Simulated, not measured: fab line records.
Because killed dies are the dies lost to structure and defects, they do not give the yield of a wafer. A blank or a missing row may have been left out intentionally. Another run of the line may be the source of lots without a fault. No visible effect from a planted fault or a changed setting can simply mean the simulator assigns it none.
Comparing a struck lot with a sound one    flow sfq line    13 steps out of a route of 325
Sound: wafers L131.1, L131.2, L131.6. Struck: wafers L137.4, L137.5 (left out: L137.6, a lot-mate that was not struck); the cause follows at the end.
At each step with rows: each side's tool, then ch and its chambers, then its first start. Under that, the readings that differ: sound wafers    struck wafers    difference of the means    sigmas: that difference in standard deviations of wafers without a fault.
alike: readings whose means differ by less than 2 such deviations, and words and numbers that are the same on both sides. not compared: withheld readings, readings that some wafer has no value for, bounds like >300 that may hide the same value, and numbers for which the record gives no deviation and whose values overlap.
A row with sigmas, a row that says differs or no value, or rows on one side alone: a step with any of these is where the two part. Non-overlapping numbers with no deviation appear without sigmas and do not part them. A reading that every wafer of one side lacks parts them only if that side has two wafers or more.

first, 1 step without rows for these wafers: SFQ_TRILAYER_M2_DEP_PRE_CLEAN_056 (time 22.5 s).
SFQ_TRILAYER_M2_DEP_SPUTTER_055: material Nb, target thk 200 nm, time 133.3 s.
  struck on pvd sputter-04, day 32 20:33; sound on pvd sputter-05, day 31 01:21
  alike: chamber pressure pa, throttle valve pct
SFQ_M2_RS_MEAS_914: the measuring method here is four-point-probe.
  struck on film metro-04, day 32 20:42; sound on film metro-04, day 31 01:26
  alike: M2_NB_RS
then, 6 steps without rows for these wafers: SFQ_TRILAYER_M2_LITHO_COAT_062 (resist thk 62 nm); SFQ_TRILAYER_M2_LITHO_COAT_057 (resist thk 600 nm); SFQ_TRILAYER_M2_LITHO_SOFTBAKE_061; SFQ_TRILAYER_M2_LITHO_EXPOSE_058 (exposes mask M2, target cd 500 nm); SFQ_TRILAYER_M2_LITHO_PEB_060 (peb time 60 s); SFQ_TRILAYER_M2_LITHO_DEVELOP_059 (time 60 s).
SFQ_M2_OVL_MEAS_916:
  struck on overlay-01, day 32 23:31; sound on overlay-01, day 31 07:53
  alike: M2_OVL
SFQ_TRILAYER_M2_BARC_OPEN_METAL_ETCH_077: etches BARC in O2, target depth 125 nm, time 41.7 s.
  sound on rie metal-01 ch 0,1, day 31 07:55; struck on rie metal-01 ch 0, day 32 23:33
  alike: drypump motor current A, oes product au
  not compared: rf hours counter h
SFQ_TRILAYER_M2_ETCH_METAL_ETCH_060: etches Nb in Cl2/Ar, stops on SiO2, target depth 240 nm, time 120 s.
  sound on rie metal-01 ch 0,1, day 31 07:58; struck on rie metal-01 ch 0, day 32 23:38
reading                                              sound              struck       difference  sigmas
model.KrF_of_TRILAYER_M2_LITHO_COAT_057.thk nm (nm)  379.5 379.3 378.7  402.8 402.8  +23.6       
  alike: drypump motor current A, oes product au
  not compared: rf hours counter h
SFQ_TRILAYER_M2_STRIP_STRIP_061: strips in O2.
  sound on rie metal-01 ch 0,1, day 31 08:06; struck on rie metal-01 ch 0, day 32 23:55
  alike: drypump motor current A, oes product au
  not compared: rf hours counter h

## WHERE THEY PART
Nowhere in this record.

WHY: what had been put in by the simulator
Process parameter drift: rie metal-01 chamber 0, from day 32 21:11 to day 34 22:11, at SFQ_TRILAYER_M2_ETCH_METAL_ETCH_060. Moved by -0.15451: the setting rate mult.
